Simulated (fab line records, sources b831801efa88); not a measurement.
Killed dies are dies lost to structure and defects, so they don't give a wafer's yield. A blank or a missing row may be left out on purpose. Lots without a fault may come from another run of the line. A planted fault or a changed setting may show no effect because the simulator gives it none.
Tool commonality check | flow gf180mcu | 13 lots, 45 wafers sampled

WHY IT WAS OPENED
At GF_V4_THK_MEAS_01 the reading V4_CVD_00_THK is flagged on 2 of 13 lots. Wafers without a fault read 600 nm, standard deviation 6.7.
Rule: a lot is flagged when every wafer of it that has a number lies more than 4 standard deviations from that mean, or none has a number. The other lots count as sound.

lot  | measured     | on            | V4_CVD_00_THK (nm), wafer by wafer | flag
L607 | day 23 09:08 | film_metro-01 | 600 600 600                        |
L608 | day 23 16:29 | film_metro-04 | 1199 1211 1210 1200 1212 1209      | FLAGGED
L618 | day 27 08:49 | film_metro-01 | 1179 1183 1202 1178 1184 1201      | FLAGGED
L620 | day 27 22:15 | film_metro-03 | 587 593 588                        |
L621 | day 28 05:42 | film_metro-03 | 592 597 602                        |
L622 | day 28 09:35 | film_metro-03 | 608 605 605                        |
L623 | day 28 15:23 | film_metro-04 | 607 606 608                        |
L624 | day 29 01:31 | film_metro-03 | 600 606 593                        |
L625 | day 29 09:34 | film_metro-01 | 603 601 603                        |
L627 | day 29 22:03 | film_metro-03 | 605 605 603                        |
L628 | day 29 22:16 | film_metro-03 | 606 604 599                        |
L629 | day 30 04:04 | film_metro-03 | 606 594 598                        |
L630 | day 30 14:11 | film_metro-01 | 597 595 596                        |
The numbers of the flagged lots are 1197 nm on average: +597 nm against the usual, or +89 standard deviations.

WHICH TOOL RAN EACH LOT
The record holds 3 process steps before the reading, out of a route of 602 steps. In each cell: the tool, then ch and the chambers that the sampled wafers went through, then the start.
lot  | flag    | GF_V3_ETCH_16                      | GF_M4_SPUTTER_02             | GF_V4_CVD_00
L607 |         | rie_diel-04 ch 1,2,3, day 22 07:37 | pvd_sputter-02, day 22 09:12 | hdpcvd-01 ch 0,1,2, day 23 09:04
L608 | FLAGGED | rie_diel-04 ch 0,1,3, day 22 14:37 | pvd_sputter-01, day 22 16:27 | hdpcvd-02 ch 0,1, day 23 16:08
L618 | FLAGGED | rie_diel-02 ch 1,2,3, day 26 09:49 | pvd_sputter-01, day 26 11:19 | hdpcvd-01 ch 0,2, day 27 08:31
L620 |         | rie_diel-02 ch 1,2,3, day 26 23:55 | pvd_sputter-02, day 27 01:26 | hdpcvd-01 ch 0,1, day 27 22:11
L621 |         | rie_diel-04 ch 0,1,2, day 27 07:13 | pvd_sputter-02, day 27 08:44 | hdpcvd-01 ch 0,1,2, day 28 05:38
L622 |         | rie_diel-03 ch 0,1,2, day 27 11:19 | pvd_sputter-02, day 27 12:50 | hdpcvd-01 ch 1,2, day 28 09:30
L623 |         | rie_diel-04 ch 0,1,3, day 27 17:16 | pvd_sputter-01, day 27 18:47 | hdpcvd-01 ch 1,2, day 28 15:19
L624 |         | rie_diel-02 ch 0,2,3, day 28 03:55 | pvd_sputter-01, day 28 05:25 | hdpcvd-01 ch 0,1,2, day 29 01:25
L625 |         | rie_diel-03 ch 0,3, day 28 12:01   | pvd_sputter-01, day 28 13:41 | hdpcvd-01 ch 0,1,2, day 29 09:29
L627 |         | rie_diel-02 ch 1,2,3, day 29 00:46 | pvd_sputter-03, day 29 02:25 | hdpcvd-02 ch 0,2, day 29 21:58
L628 |         | rie_diel-03 ch 0,1,2, day 29 01:07 | pvd_sputter-01, day 29 02:43 | hdpcvd-01 ch 0,1,2, day 29 22:11
L629 |         | rie_diel-02 ch 1,2,3, day 29 07:16 | pvd_sputter-03, day 29 08:44 | hdpcvd-01 ch 0,1,2, day 30 03:59
L630 |         | rie_diel-04 ch 1,2,3, day 29 17:25 | pvd_sputter-01, day 29 18:53 | hdpcvd-02 ch 0,2, day 30 14:05
What these steps do:
- GF_V3_ETCH_16: etches BARC in N2/H2.
- GF_M4_SPUTTER_02: material AlCu, target thk 450 nm, time 23.9 s.
- GF_V4_CVD_00: deposits SiO2, target thk 600 nm, time 100 s.
- GF_V4_THK_MEAS_01

FLAGGED OVER TOTAL, TOOL BY TOOL (the gauges that took the reading come last)
step              | tool           | lots run | flagged | share of the flagged lots | sound lots run after its first flagged lot
GF_V3_ETCH_16     | rie_diel-02    | 5        | 1       | some                      | 4 (L620,L624,L627,L629)
GF_V3_ETCH_16     | rie_diel-03    | 3        | 0       | none                      | -
GF_V3_ETCH_16     | rie_diel-04    | 5        | 1       | some                      | 3 (L621,L623,L630)
GF_M4_SPUTTER_02  | pvd_sputter-01 | 7        | 2       | all                       | 5 (L623,L624,L625,L628,L630)
GF_M4_SPUTTER_02  | pvd_sputter-02 | 4        | 0       | none                      | -
GF_M4_SPUTTER_02  | pvd_sputter-03 | 2        | 0       | none                      | -
GF_V4_CVD_00      | hdpcvd-01      | 10       | 1       | some                      | 8 (L620,L621,L622,L623,L624,L625,L628,L629)
GF_V4_CVD_00      | hdpcvd-02      | 3        | 1       | some                      | 2 (L627,L630)
GF_V4_THK_MEAS_01 | film_metro-01  | 4        | 1       | some                      | 2 (L625,L630)
GF_V4_THK_MEAS_01 | film_metro-03  | 7        | 0       | none                      | -
GF_V4_THK_MEAS_01 | film_metro-04  | 2        | 1       | some                      | 1 (L623)

WHAT THE TABLE ALLOWS
1 row of the table ran every flagged lot: pvd_sputter-01 at GF_M4_SPUTTER_02.
- pvd_sputter-01 at GF_M4_SPUTTER_02: 2 of its 7 lots flagged. Sound lots ran on it after the first flagged one (L623, L624, L625, L628, L630), which a lasting fault on the whole tool wouldn't allow.
No row of the table ran every flagged lot and no sound lot after the first.

WHAT THE SIMULATOR HAD PUT IN
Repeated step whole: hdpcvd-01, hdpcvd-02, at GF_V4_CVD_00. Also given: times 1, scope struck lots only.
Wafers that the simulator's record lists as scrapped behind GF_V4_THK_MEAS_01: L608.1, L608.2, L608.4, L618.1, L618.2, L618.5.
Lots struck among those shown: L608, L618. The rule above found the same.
